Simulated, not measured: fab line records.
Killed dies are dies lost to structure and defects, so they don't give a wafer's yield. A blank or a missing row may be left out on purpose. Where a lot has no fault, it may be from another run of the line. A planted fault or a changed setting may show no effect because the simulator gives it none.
One fault seen from 2 desks ; flow sky130 ; each desk holds nothing but its own numbers, with what lay behind them at the end

== DESK OF THE TOOL OWNER: wet_bench-02 ==
The tool's own readings at SKY_FIELD_ISO_WET_ETCH_30 (etches SiO2 in dHF, target depth 25 nm, time 50 s): means of the sampled wafers that have a number, for each lot that ran on this tool. Any lot whose mean is over 4 standard deviations away from the usual mean is out of limits and marked OUT; that distance is given in the brackets.
Columns: A = bath_heat_duty_pct at SKY_FIELD_ISO_WET_ETCH_30, usual 6.8 %; B = temp_c at SKY_FIELD_ISO_WET_ETCH_30, usual 25.00 C
lot;first seen here;A;B
L115;day 3 10:10;6.4;25.06
L117;day 3 23:32;6.1;24.99
L121;day 4 23:00;5.8;25.14
L126;day 6 08:02;6.8;25.00
L128;day 6 11:03;26.8 (+22) OUT;39.92 (+99 or more) OUT
L131;day 7 03:35;27.4 (+23) OUT;39.90 (+99 or more) OUT
Finding of this desk: L128, L131 out of limits; the first was L128 at day 6 11:03, on bath_heat_duty_pct at SKY_FIELD_ISO_WET_ETCH_30. L115, L117, L121, L126: within limits.

== METROLOGY DESK ==
What the gauges read, lot by lot, whatever tool the lot ran on: means of the sampled wafers that have a number. Any lot whose mean is over 4 standard deviations away from the usual mean is out of limits and marked OUT; that distance is given in the brackets.
Columns: A = VT_ADJUST_LVTN_OVL at SKY_VT_ADJUST_LVTN_OVL_MEAS_07, usual -0.2 nm
lot;first seen here;A
L110;day 6 21:07;-0.8
L112;day 7 11:51;-2.0
L114;day 8 06:36;-0.6
L115;day 8 06:57;0.5
L116;day 8 09:53;-0.2
L117;day 8 20:27;-0.5
L119;day 9 10:50;-0.9
L120;day 9 14:32;-1.5
L121;day 10 03:53;0.2
L126;day 12 03:52;-0.3
L128;day 12 04:13;-0.0
L131;day 12 19:12;1.2
L133;day 13 11:38;2.9
This desk's finding: nothing out of limits on any of the 13 lots.

== ALL TOGETHER ==
An alarm could have come from the tool owner's desk at day 6 11:03, on L128, L131.
Metrology desk: nothing out of limits seen.
The metrology desk holds a record of L128, L131, inside its limits.
SKY_FIELD_ISO_WET_ETCH_30 was run on wet_bench-02 by each of the lots named.

== WHAT HAD BEEN PUT IN BY THE SIMULATOR ==
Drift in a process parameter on wet_bench-02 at SKY_FIELD_ISO_WET_ETCH_30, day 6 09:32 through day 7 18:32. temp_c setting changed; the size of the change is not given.
Lots struck among those shown: L128, L131.
Time in hours from fault onset to the first out-of-limits reading at each desk: the tool owner's desk, 2.
